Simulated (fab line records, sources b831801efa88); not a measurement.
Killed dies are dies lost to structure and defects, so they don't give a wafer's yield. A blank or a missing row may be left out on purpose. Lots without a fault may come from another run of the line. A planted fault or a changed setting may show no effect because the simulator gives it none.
A struck lot beside a sound one | flow gf180mcu | 30 steps out of a route of 602
Sound: wafers L190.4, L190.5, L190.6. Struck: wafer L201.6. (L201.2, L201.4 of the same lot were not struck and are left out.) The cause comes at the end.
At each step with rows: each side's tool, then ch and its chambers, then its first start. Under that, the readings that differ: sound wafers | struck wafers | difference of the means | sigmas: that difference in standard deviations of wafers without a fault.
alike: readings whose means differ by less than 2 such deviations, and words and numbers that are the same on both sides. not compared: withheld readings, readings that some wafer has no value for, bounds like >300 that may hide the same value, and numbers for which the record gives no deviation and whose values overlap.
The two part at a step that has a row with sigmas, a row that says differs or no value, or rows on one side only. Numbers that don't overlap but have no deviation are shown without sigmas and don't part them. A reading that every wafer of one side lacks parts them only if that side has two wafers or more.

first, 3 steps without rows for these wafers: GF_PSD_EXPOSE_04 (exposes mask Pplus, target cd 400 nm); GF_PSD_PEB_05; GF_PSD_DEVELOP_06 (develop time 60 s).
GF_PSD_CD_MEAS_07: target cd 400 nm.
  sound on cd_sem-01, day 15 22:27; struck on cd_sem-02, day 19 22:04
  alike: cd_nm
GF_PSD_OVL_MEAS_08:
  sound on overlay-02, day 15 22:32; struck on overlay-02, day 19 22:11
  reading      | sound          | struck | difference | sigmas
  PSD_OVL (nm) | -2.0 -1.7 -1.5 | 1.3    | +3.0       | +2
then, 1 step without rows for these wafers: GF_PSD_IMPLANT_09.
GF_PSD_STRIP_10: strips in O2/N2.
  sound on plasma_asher-01 ch 0,1, day 15 22:44; struck on plasma_asher-01 ch 1, day 19 22:22
  alike: drypump_motor_current_A, heater_power_w, n2_flow_sccm, oes_product_au, strip_time_to_endpoint_s
  not compared: rf_hours_counter_h
GF_PSD_TW_MEAS_11:
  sound on film_metro-03, day 15 22:49; struck on film_metro-03, day 19 22:28
  alike: PSD_TW
then, 1 step without rows for these wafers: GF_PSD_CLEAN_12 (cleans in SC1/SC2, time 150 s).
GF_PSD_RTA_13: time 20 s.
  sound on rtp_anneal-02 ch 0, day 15 22:57; struck on rtp_anneal-02 ch 0, day 19 22:37
  alike: anneal_temp_c_max, lamp_power_pct, wafer_temp_C_max
GF_PSD_RS_MEAS_14: measures by four-point-probe.
  sound on film_metro-04, day 15 23:03; struck on film_metro-04, day 19 22:42
  alike: NSD_RS
GF_PSD_RS_MEAS_15: measures by four-point-probe.
  sound on film_metro-04, day 15 23:10; struck on film_metro-04, day 19 22:49
  alike: PSD_RS
GF_SAB_CVD_00: deposits SiO2 from TEOS, target thk 50 nm, time 4.9302 s.
  sound on pecvd-04 ch 0,1,2, day 15 23:14; struck on pecvd-04 ch 1, day 19 22:55
  reading                              | sound             | struck | difference | sigmas
  model.SiO2_of_SAB_CVD_00.thk_nm (nm) | 50.65 51.14 50.83 | 53.93  | +3.06      |
  alike: heater_power_w
GF_SAB_THK_MEAS_01:
  sound on film_metro-01, day 15 23:17; struck on film_metro-01, day 19 22:57
  reading             | sound          | struck | difference | sigmas
  SAB_CVD_00_THK (nm) | 50.7 51.1 50.8 | 53.9   | +3.0       | +4
then, 7 steps without rows for these wafers: GF_SAB_DEHYDRATE_02 (time 60 s); GF_SAB_HMDS_03 (prime time 60 s); GF_SAB_COAT_04 (resist thk 1000 nm); GF_SAB_SOFTBAKE_05 (time 60 s); GF_SAB_EXPOSE_06 (exposes mask SAB, target cd 420 nm); GF_SAB_PEB_07; GF_SAB_DEVELOP_08 (develop time 60 s).
GF_SAB_CD_MEAS_09: target cd 420 nm.
  sound on cd_sem-01, day 16 20:37; struck on cd_sem-02, day 20 23:10
  alike: cd_nm
GF_SAB_OVL_MEAS_10:
  sound on overlay-02, day 16 20:41; struck on overlay-02, day 20 23:17
  alike: SAB_OVL
GF_SAB_ETCH_11: etches SiO2 in C4F8/O2/Ar, target depth 55 nm, time 8.5 s.
  sound on rie_diel-03 ch 1,2, day 16 20:43; struck on rie_diel-03 ch 2, day 20 23:19
  alike: oes_product_au
  not compared: rf_hours_counter_h
then, 1 step without rows for these wafers: GF_SAB_WET_ETCH_12 (etches SiO2 in dHF, target depth 22 nm, time 440 s).
GF_SAB_STRIP_13: strips in O2/N2.
  sound on plasma_asher-04 ch 0,1, day 16 20:55; struck on plasma_asher-03 ch 1, day 20 23:28
  alike: drypump_motor_current_A, heater_power_w, n2_flow_sccm, oes_product_au, strip_time_to_endpoint_s
  not compared: rf_hours_counter_h
then, 1 step without rows for these wafers: GF_SALICIDE_CLEAN_00 (cleans in SC1/SC2, time 150 s).
GF_SALICIDE_WET_ETCH_01: etches SiO2 in dHF, target depth 5 nm, time 100 s.
  sound on wet_bench-04 ch 0, day 16 21:01; struck on wet_bench-02 ch 1, day 20 23:37
  reading                              | sound             | struck | difference | sigmas
  model.SiO2_of_SAB_CVD_00.thk_nm (nm) | 39.77 40.29 39.99 | 43.22  | +3.20      |
  alike: temp_c
GF_SALICIDE_SPUTTER_02: material Co, target thk 10 nm, time 19.33 s.
  sound on pvd_sputter-02, day 16 21:04; struck on pvd_sputter-02, day 20 23:39
  alike: throttle_valve_pct
then, 1 step without rows for these wafers: GF_PASSIVATION_PROBE_99.

WHERE THEY PART
First at GF_PSD_OVL_MEAS_08; last, within this record, at GF_SAB_THK_MEAS_01. Later steps at which nothing parts them and some readings are alike: GF_SAB_CD_MEAS_09, GF_SAB_OVL_MEAS_10, GF_SAB_ETCH_11, GF_SAB_STRIP_13, GF_SALICIDE_WET_ETCH_01, GF_SALICIDE_SPUTTER_02.

WHY: what the simulator had put in
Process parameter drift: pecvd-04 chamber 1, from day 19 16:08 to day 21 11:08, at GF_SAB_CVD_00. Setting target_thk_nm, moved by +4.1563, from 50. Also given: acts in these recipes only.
